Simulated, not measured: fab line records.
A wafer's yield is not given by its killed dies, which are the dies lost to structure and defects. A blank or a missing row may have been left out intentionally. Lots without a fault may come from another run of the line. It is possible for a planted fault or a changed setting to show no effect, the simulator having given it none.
8D (eight disciplines) problem report, filled in by code ; flow gf180mcu ; the parts of the form that need people (team, actions taken, sign-off) are left out

== 1. THE ISSUE ==
Wafers without a fault read 259.6 nm, standard deviation 1.1; cd-nm at GF_V3_CD_MEAS_14 reads a mean of 278.1 nm on 6 wafers belonging to 2 lots. Relative to the usual mean, that is a shift of +17 standard deviations.
The step: target cd 260 nm.
First seen on wafer L659.3, day 28 08:13, on cd-sem-02. At this step, 36 wafers from 12 lots have a number in the record. Rule for "out", or "out of limits": more than 4 standard deviations from the usual mean. The rest of the wafers with a number are treated as sound.

== 2. WHAT IT IS, WHAT IT ISN'T ==
question;is;is not
which readings at this step;cd-nm;-
which lots;L658, L659;L643, L644, L646, L647, L649, L650, L652, L653, L654, L656
which wafers of those lots;all that have a number;-
read on which gauges;cd-sem-01, cd-sem-02;-
when;from day 28 08:13;up to then (30 sound wafers)

== 3. WHAT RULES OUT EACH SUSPECT ==
Counting: a tool stays on the suspect list if, at a process step up to the reading, it processed all lots that are out and no sound lot following the first of them.
- ruled out: the gauge at GF_V3_CD_MEAS_14. 2 gauges (cd-sem-01, cd-sem-02) read the wafers that are out.
- litho-track-03 at GF_V3_PEB_12 (peb time 90 s): kept. It ran every lot that is out, first L659 (day 28 07:53), and no sound lot after that; its last sound lot up to then is L656 (day 27 10:11). Its own heater-power-total-W, plate-temp-C readings are out on those wafers.
Remaining after the count: litho-track-03 at GF_V3_PEB_12.

== 4. THE CAUSE (what the simulator had put in) ==
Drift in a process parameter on litho-track-03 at GF_V3_PEB_12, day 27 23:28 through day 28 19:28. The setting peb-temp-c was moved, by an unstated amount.
After counting, this tool was the only one left.

== 5. THE CHAIN OF EFFECTS, in route order ==
Rows list readings where the struck wafers' mean (over those with a number) sits beyond 3 standard deviations from the usual. Only readings whose record carries a usual standard deviation are examined. hours: median over the lots of the time between each lot's start at the first step of this table that gives one and its start at this step. sigmas: the change, counted in usual standard deviations.
hours;step;reading;usual;on struck wafers;change;sigmas
0;GF_V3_PEB_12;heater-power-total-W;85.69 W;95.27;+9.58;+99 or more
0;GF_V3_PEB_12;plate-temp-C;135.04 C;146.39;+11.35;+87
0;GF_V3_CD_MEAS_14;cd-nm;259.6 nm;278.1;+18.5;+17
Its process steps:
- GF_V3_PEB_12: peb time 90 s.
Later steps that measure or inspect, where all struck wafers having a row at the step show a number for every such reading and not one has moved that far: GF_V3_RS_MEAS_24.

== 6. HOW IT WOULD HAVE BEEN CAUGHT EARLIER ==
Counted from the fault's start at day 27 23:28, it took 9 hours until the first out-of-limits reading at a measuring or inspecting step in this record, taken at day 28 08:13.
The tool's own readings at GF_V3_PEB_12 were out on every struck wafer that the step has a row for (heater-power-total-W, plate-temp-C): an alarm limit on them would have fired on the first of those.
Among the 2 lots that are out, L658 began GF_V3_PEB_12 on litho-track-03 after day 28 08:13. Had the tool been put on hold then, it would have been spared.
